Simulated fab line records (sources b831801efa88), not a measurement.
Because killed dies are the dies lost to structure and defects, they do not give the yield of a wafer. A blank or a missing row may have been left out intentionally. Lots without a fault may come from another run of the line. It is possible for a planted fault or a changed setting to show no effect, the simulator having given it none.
Chamber matching ; flow gf180mcu ; GF_V3_CMP_04 on cmp-02 has 4 sister chambers
The step polishes SiO2. 18 wafers are shown with their chamber, then 9 later ones without.

== WAFERS PAIRED WITH THEIR CHAMBERS ==
wafer;chamber;motor current A (A);head pressure psi (psi);time to endpoint s (s)
L113.1;0;11.8;4.007;72
L113.3;1;11.0;4.018;82
L113.4;2;11.7;3.995;85
L114.3;2;12.3;3.976;84
L114.5;0;12.3;3.987;87
L114.6;3;13.0;4.001;83
L116.2;1;11.3;4.006;82
L116.4;2;11.9;4.015;85
L116.6;2;12.2;3.999;83
L117.2;2;11.7;3.999;77
L117.4;0;13.0;3.991;85
L117.5;1;11.3;4.000;86
L119.2;2;11.3;4.001;85
L119.3;0;12.6;3.989;82
L119.5;2;12.4;3.996;82
L120.1;0;12.1;3.989;76
L120.3;3;12.7;3.993;76
L120.5;2;11.8;4.010;77

SIGNATURES (averages over the wafers above)
reading;chamber 0;chamber 1;chamber 2;chamber 3;scatter within a chamber
motor current A;12.360;11.200;11.912;12.850;0.369
head pressure psi;3.99260;4.00800;3.99887;3.99700;0.01
time to endpoint s;80.40;83.33;82.25;79.50;4.42
Rule: a wafer's distance from a chamber is the root of the sum, over the readings, of the square of ((its reading less the chamber's mean) divided by the reading's scatter). The wafer belongs to the nearest chamber; if the next one is less than 2 further off, it can't be placed. How the scatter is found: for the shown wafers, subtract from each reading the mean of its chamber, square and add these, divide the total by (wafers less chambers), then take the root.

== WAFERS WITH NO CHAMBER GIVEN ==
wafer;motor current A (A);head pressure psi (psi);time to endpoint s (s)
L129.3;12.3;4.004;87
L129.4;11.5;4.008;85
L129.6;11.1;4.012;93
L132.1;11.2;3.990;80
L132.3;12.4;4.008;78
L132.6;12.4;4.004;75
L133.3;11.9;4.010;80
L133.4;11.9;3.983;87
L133.5;11.9;4.005;80

== WHICH CHAMBER EACH WENT THROUGH ==
wafer;from the rows above;in truth
L129.3;can't be placed: 2 or 0 or 3 or 1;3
L129.4;can't be placed: 1 or 2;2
L129.6;can't be placed: 1 or 2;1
L132.1;can't be placed: 1 or 2 or 0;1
L132.3;can't be placed: 0 or 3 or 2 or 1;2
L132.6;can't be placed: 0 or 3 or 2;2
L133.3;can't be placed: 2 or 1 or 0 or 3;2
L133.4;can't be placed: 2 or 0 or 1 or 3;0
L133.5;can't be placed: 2 or 0 or 1 or 3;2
0 of 9 placed correctly. These rows do not allow placing 9 (true chamber among the candidates in 9). Placed wrongly: 0.
